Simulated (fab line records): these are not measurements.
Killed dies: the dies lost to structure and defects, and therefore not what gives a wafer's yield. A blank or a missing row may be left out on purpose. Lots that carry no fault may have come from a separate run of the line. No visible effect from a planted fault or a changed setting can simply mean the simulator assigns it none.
Chamber matching | flow gf180mcu | GF_HV_LDD_ETCHBACK_58 on rie diel-04 has 3 sister chambers
The step etches Si3N4 in CH3F/O2, stops on SiO2, time 100 s, target depth 90 nm. 3 wafers are shown with their chamber, then 5 later ones without.

## WAFERS WITH THEIR CHAMBER
wafer  | chamber | drypump motor current A (A)
L171.1 | 1       | 6.4
L179.1 | 0       | 5.5
L179.2 | 2       | 5.9

## WAFERS WITHOUT THEIR CHAMBER
wafer  | drypump motor current A (A)
L183.1 | 6.4
L183.6 | 5.8
L185.3 | 5.7
L185.4 | 6.4
L185.6 | 6.4

## WHICH CHAMBER EACH WENT THROUGH
wafer  | from the rows above     | in truth
L183.1 | 1                       | 1
L183.6 | can't be placed: 2 or 0 | 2
L185.3 | can't be placed: 0 or 2 | 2
L185.4 | 1                       | 1
L185.6 | 1                       | 1
3 of 5 placed correctly. Can't be placed from these rows: 2 (the true chamber is among the candidates in 2). Placed wrongly: 0.
How it was worked out, from the rows above alone: a wafer's distance from a chamber is the root of the sum, over the readings, of the square of ((its reading less the chamber's mean) divided by the reading's scatter). The wafer belongs to the nearest chamber; if the next one is less than 2 further off, it can't be placed. The mean given for a chamber averages the wafers shown for that chamber. The scatter: root of mean squared gap, hidden wafer to nearest shown wafer, with one shown wafer a chamber.
